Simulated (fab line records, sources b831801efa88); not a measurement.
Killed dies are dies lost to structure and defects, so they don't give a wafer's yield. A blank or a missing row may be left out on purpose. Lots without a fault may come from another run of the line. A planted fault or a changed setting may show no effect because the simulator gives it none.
Which tool did it? | flow sky130 | 12 lots, 36 wafers sampled, at 4 steps of a route of 708

WHAT THE GAUGES READ, wafer by wafer
SKY_SD_N_RS_MEAS_16: measures by four-point-probe. Usual: SD_N_RS 68.55 ohm/sq, standard deviation 0.12.
lot  | measured     | on            | SD_N_RS (ohm/sq)  | flag
L108 | day 28 06:20 | film_metro-01 | 68.58 68.77 68.67 |
L109 | day 28 12:21 | film_metro-04 | 68.54 68.61 68.53 |
L110 | day 28 16:12 | film_metro-02 | 68.56 68.46 68.55 |
L111 | day 29 22:20 | film_metro-04 | 68.48 68.59 68.56 |
L113 | day 30 17:17 | film_metro-04 | 68.79 68.70 68.63 |
L116 | day 31 10:17 | film_metro-02 | 68.44 68.40 68.55 |
L114 | day 31 12:58 | film_metro-02 | 68.34 68.37 68.61 |
L119 | day 32 08:40 | film_metro-02 | 68.40 68.56 68.48 |
L122 | day 33 01:46 | film_metro-02 | 68.39 68.48 68.41 |
L123 | day 33 14:57 | film_metro-01 | 68.59 68.69 68.54 |
L128 | day 34 20:03 | film_metro-04 | 68.60 68.70 68.44 |
L130 | day 35 08:15 | film_metro-02 | 68.35 68.35 68.49 |

SKY_LOCAL_INTERCONNECT_CD_MEAS_11: target cd 170 nm. Usual: cd_nm 169.5 nm, standard deviation 1.4.
lot  | measured     | on        | cd_nm (nm)        | flag
L108 | day 30 16:47 | cd_sem-02 | 172.4 171.5 170.3 |
L109 | day 30 23:17 | cd_sem-01 | 170.3 171.2 170.9 |
L110 | day 31 02:05 | cd_sem-02 | 169.9 169.1 169.4 |
L111 | day 32 07:15 | cd_sem-02 | 171.4 170.7 169.9 |
L113 | day 33 00:44 | cd_sem-02 | 167.1 168.0 168.3 |
L116 | day 33 18:25 | cd_sem-02 | 169.6 167.9 168.5 |
L114 | day 33 21:04 | cd_sem-02 | 170.9 169.5 169.6 |
L119 | day 34 16:55 | cd_sem-01 | 165.1 167.2 167.9 |
L122 | day 35 10:02 | cd_sem-02 | 170.6 170.7 170.6 |
L123 | day 35 21:59 | cd_sem-01 | 167.6 168.1 166.6 |
L128 | day 37 02:14 | cd_sem-01 | 168.0 170.0 170.0 |
L130 | day 37 13:52 | cd_sem-01 | 171.0 170.8 170.5 |

WHICH TOOL RAN EACH LOT (tool, then ch and the chambers of the sampled wafers, then the start)
lot  | SKY_SD_N_RTA_14                  | SKY_LOCAL_INTERCONNECT_COAT_06
L108 | rtp_anneal-01 ch 0, day 28 06:09 | litho_track-04 ch 0, day 30 02:00
L109 | rtp_anneal-02 ch 0, day 28 12:11 | litho_track-03 ch 0, day 30 08:00
L110 | rtp_anneal-01 ch 0, day 28 16:02 | litho_track-03 ch 0, day 30 11:00
L111 | rtp_anneal-02 ch 0, day 29 22:08 | litho_track-01 ch 0, day 31 16:00
L113 | rtp_anneal-01 ch 0, day 30 17:06 | litho_track-01 ch 0, day 32 11:00
L116 | rtp_anneal-02 ch 0, day 31 10:07 | litho_track-01 ch 0, day 33 04:00
L114 | rtp_anneal-01 ch 0, day 31 12:47 | litho_track-01 ch 0, day 33 08:00
L119 | rtp_anneal-02 ch 0, day 32 08:29 | litho_track-01 ch 0, day 34 03:00
L122 | rtp_anneal-01 ch 0, day 33 01:35 | litho_track-01 ch 0, day 34 20:00
L123 | rtp_anneal-02 ch 0, day 33 14:47 | litho_track-01 ch 0, day 35 08:00
L128 | rtp_anneal-01 ch 0, day 34 19:53 | litho_track-03 ch 0, day 36 13:00
L130 | rtp_anneal-01 ch 0, day 35 08:04 | litho_track-03 ch 0, day 37 00:00
- SKY_SD_N_RTA_14: time 2 s.
- SKY_LOCAL_INTERCONNECT_COAT_06: resist thk 450 nm.

WHAT THE TOOLS THEMSELVES READ (means of the sampled wafers that have a number; where no wafer has one, the mark that the record gives instead)
SKY_SD_N_RTA_14. Usual: chamber_o2_ppm 1.994, standard deviation 0.022; lamp_power_pct 15.74 %, standard deviation 0.051; ramp_up_c_per_s 150.00, standard deviation 0.027; wafer_temp_C_max 1077.9, standard deviation 1.3.
lot  | tool          | chamber_o2_ppm | lamp_power_pct (%) | ramp_up_c_per_s | wafer_temp_C_max | flag
L108 | rtp_anneal-01 | 2.006          | 15.73              | 149.96          | 1077.7           |
L109 | rtp_anneal-02 | 2.023          | 15.71              | 149.99          | 1077.6           |
L110 | rtp_anneal-01 | 2.002          | 15.75              | 150.00          | 1078.9           |
L111 | rtp_anneal-02 | 2.030          | 15.73              | 149.99          | 1079.2           |
L113 | rtp_anneal-01 | 1.971          | 15.71              | 150.00          | 1077.4           |
L116 | rtp_anneal-02 | 1.964          | 15.76              | 150.00          | 1078.6           |
L114 | rtp_anneal-01 | 2.013          | 15.72              | 149.99          | 1078.3           |
L119 | rtp_anneal-02 | 1.971          | 15.66              | 150.01          | 1077.5           |
L122 | rtp_anneal-01 | 2.012          | 15.72              | 149.99          | 1079.7           |
L123 | rtp_anneal-02 | 1.987          | 15.78              | 150.01          | 1078.5           |
L128 | rtp_anneal-01 | 1.997          | 15.77              | 149.98          | 1078.0           |
L130 | rtp_anneal-01 | 1.979          | 15.71              | 149.99          | 1077.3           |

SKY_LOCAL_INTERCONNECT_COAT_06. Usual: exhaust_pa 44.8 Pa, standard deviation 0.87; spin_speed_rpm 3000.1 rpm, standard deviation 1.9.
lot  | tool           | exhaust_pa (Pa) | spin_speed_rpm (rpm) | flag
L108 | litho_track-04 | 43.4            | 2999.5               |
L109 | litho_track-03 | 45.0            | 3002.2               |
L110 | litho_track-03 | 44.0            | 2999.1               |
L111 | litho_track-01 | 44.8            | 2998.5               |
L113 | litho_track-01 | 45.8            | 3002.1               |
L116 | litho_track-01 | 45.0            | 3001.4               |
L114 | litho_track-01 | 44.3            | 2999.5               |
L119 | litho_track-01 | 45.7            | 3153.7               | OFF
L122 | litho_track-01 | 43.7            | 3155.6               | OFF
L123 | litho_track-01 | 44.0            | 3151.4               | OFF
L128 | litho_track-03 | 44.6            | 2999.2               |
L130 | litho_track-03 | 44.8            | 3001.0               |

THE ANSWER, worked out from the rows above alone
Rule: a lot is off if the mean of its wafers that have a number lies more than 3 standard deviations from the usual mean. A lot without any number at a reading at which 4 lots or more have one is off too. The other lots that the step has rows for count as sound. The gauges are gone through in route order, then the tools' own readings, and for those a lot's mean is taken as printed above. The first step at which some lot is off is used, and at that step the reading that is off furthest; a lot without a number counts as furthest.
Off: L119, L122, L123, at SKY_LOCAL_INTERCONNECT_COAT_06 (spin_speed_rpm).
A tool fits if, at that step or a process step before it, it ran every lot that is off, and no sound lot after the first of them. One fits: litho_track-01 at SKY_LOCAL_INTERCONNECT_COAT_06. Its last sound lot is L114 (day 33 08:00), its first lot that is off L119 (day 34 03:00): a fault that began between those two fits.
The tool's own readings at SKY_LOCAL_INTERCONNECT_COAT_06 bear it out: on the lots that are off they differ by more than 5 times the standard deviation of the sound lots' means. spin_speed_rpm reads 3153.6 rpm there against 3000.3 rpm on the sound lots.

WHAT THE SIMULATOR HAD PUT IN
Process parameter drift: litho_track-01, from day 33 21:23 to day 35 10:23, at SKY_LOCAL_INTERCONNECT_COAT_06. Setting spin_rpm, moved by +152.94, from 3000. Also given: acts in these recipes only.
Lots struck among those shown: L119, L122, L123. The rule above found the same.
